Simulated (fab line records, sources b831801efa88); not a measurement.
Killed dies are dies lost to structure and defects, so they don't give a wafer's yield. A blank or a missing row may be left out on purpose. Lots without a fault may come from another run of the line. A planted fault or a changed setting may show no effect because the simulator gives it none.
Which tool did it? | flow sky130 | 14 lots, 42 wafers sampled, at 1 step of a route of 708

WHAT THE GAUGES READ, wafer by wafer
The record holds no reading of a measuring or inspecting step that can be judged against a usual standard deviation.

WHICH TOOL RAN EACH LOT (tool, then ch and the chambers of the sampled wafers, then the start)
lot  | SKY_LI_CONTACT_CMP_24
L712 | cmp-02 ch 0,2,3, day 29 05:17
L713 | cmp-01 ch 0,1,2, day 29 23:51
L715 | cmp-02 ch 1,2, day 30 14:40
L714 | cmp-01 ch 0,2, day 30 17:10
L716 | cmp-02 ch 1,2,3, day 31 01:16
L717 | cmp-02 ch 0,3, day 31 09:02
L719 | cmp-02 ch 0,3, day 31 13:42
L721 | cmp-02 ch 0,3, day 32 15:19
L722 | cmp-01 ch 2,3, day 33 01:43
L729 | cmp-02 ch 0,1,2, day 34 18:19
L730 | cmp-02 ch 1,3, day 35 08:41
L731 | cmp-01 ch 0,1,2, day 35 10:59
L732 | cmp-01 ch 0,2,3, day 36 01:34
L735 | cmp-01 ch 0,1, day 36 18:01
- SKY_LI_CONTACT_CMP_24: polishes, stops on PSG, t overpolish 20 s, target thk 0 nm.

WHAT THE TOOLS THEMSELVES READ (means of the sampled wafers that have a number; where no wafer has one, the mark that the record gives instead)
SKY_LI_CONTACT_CMP_24.
lot  | tool   | motor_current_A (A) | overpolish_run_s (s) | platen_rpm (rpm) | slurry_flow_ml_min | time_to_endpoint_s (s)
L712 | cmp-02 | 12.5                | 20.000               | 59.97            | 149.8              | 90
L713 | cmp-01 | 11.2                | 19.997               | 60.00            | 150.0              | 101
L715 | cmp-02 | 11.5                | 19.995               | 59.98            | 150.1              | 97
L714 | cmp-01 | 10.7                | 19.999               | 60.01            | 149.9              | 98
L716 | cmp-02 | 11.6                | 19.994               | 59.98            | 150.3              | 93
L717 | cmp-02 | 13.4                | 20.003               | 60.00            | 150.4              | 97
L719 | cmp-02 | 13.4                | 19.998               | 60.00            | 150.2              | 98
L721 | cmp-02 | 13.2                | 20.001               | 60.01            | 150.2              | 92
L722 | cmp-01 | 11.5                | 20.009               | 60.01            | 150.1              | 96
L729 | cmp-02 | 12.4                | 19.997               | 66.02            | 149.8              | 85
L730 | cmp-02 | 11.7                | 19.996               | 66.00            | 149.9              | 88
L731 | cmp-01 | 11.5                | 19.998               | 59.95            | 150.0              | 100
L732 | cmp-01 | 11.2                | 19.994               | 59.99            | 150.2              | 99
L735 | cmp-01 | 11.0                | 20.011               | 60.01            | 150.2              | 100

THE ANSWER, worked out from the rows above alone
Rule: what is usual is taken from the lots themselves. Put in order of their means at a reading, lots are off if they are a third of the lots or fewer, leave a main group of 4 or more, and stand apart from it by a gap of 3 or more times the standard deviation of the main group's means; of several such gaps the widest counts. A main group whose means are all the same, to the digits that the tables above print for the reading, isn't used. A lot without any number at a reading at which 4 lots or more have one is off too. The other lots that the step has rows for count as sound. The gauges are gone through in route order, then the tools' own readings, and for those a lot's mean is taken as printed above. The first step at which some lot is off is used, and at that step the reading that is off furthest; a lot without a number counts as furthest.
Off: L729, L730, at SKY_LI_CONTACT_CMP_24 (platen_rpm). The main group: mean 59.99 rpm, standard deviation 0.018.
A tool fits if, at that step or a process step before it, it ran every lot that is off, and no sound lot after the first of them. One fits: cmp-02 at SKY_LI_CONTACT_CMP_24. Its last sound lot is L721 (day 32 15:19), its first lot that is off L729 (day 34 18:19): a fault that began between those two fits.
The tool's own readings at SKY_LI_CONTACT_CMP_24 bear it out: on the lots that are off they differ by more than 5 times the standard deviation of the sound lots' means. platen_rpm reads 66.01 rpm there against 59.99 rpm on the sound lots.

WHAT THE SIMULATOR HAD PUT IN
Process parameter drift: cmp-02, from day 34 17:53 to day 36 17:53, at SKY_LI_CONTACT_CMP_24. Setting platen_rpm, moved by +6, from 60. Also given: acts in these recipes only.
Lots struck among those shown: L729, L730. The rule above found the same.
